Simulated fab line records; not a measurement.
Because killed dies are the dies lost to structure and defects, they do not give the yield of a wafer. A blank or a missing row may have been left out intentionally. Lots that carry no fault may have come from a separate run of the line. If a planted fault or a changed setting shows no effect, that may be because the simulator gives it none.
Chamber matching    flow sky130    SKY_FIELD_ISO_ETCH_17 on rie_si-02: 3 sister chambers
The step etches Si in HBr/Cl2/O2, target depth 342 nm, time 97.7 s. 3 wafers are shown with their chamber, then 6 later ones without.

WAFERS WITH THEIR CHAMBER
wafer   chamber  oes_product_au (a.u.)
L720.1  3        0.990
L729.1  1        0.998
L729.2  2        0.989

WAFERS MISSING THEIR CHAMBER
wafer   oes_product_au (a.u.)
L731.1  1.003
L731.5  1.001
L731.6  0.983
L733.3  0.997
L733.4  0.991
L733.5  0.996

WHICH CHAMBER EACH ONE RAN IN
wafer    from the rows above            in truth
L731.1   1                              1
L731.5   1                              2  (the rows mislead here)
L731.6   can't be placed: 2 or 3        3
L733.3   can't be placed: 1 or 3 or 2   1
L733.4   can't be placed: 3 or 2 or 1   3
L733.5   can't be placed: 1 or 3 or 2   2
Correctly placed: 1 of 6. From these rows, 4 cannot be placed; in 4 the true chamber is one of the candidates. 1 placed wrongly.
How it was worked out, from the rows above alone: a wafer's distance from a chamber is the root of the sum, over the readings, of the square of ((its reading less the chamber's mean) divided by the reading's scatter). If the next closest chamber is less than 2 further off than the closest, the wafer can't be placed; otherwise it belongs to the closest. For every chamber, the mean is computed from those of its wafers that are shown. The scatter: with one shown wafer a chamber, the root of the mean of the squares of how far each hidden wafer lies from its nearest shown one.
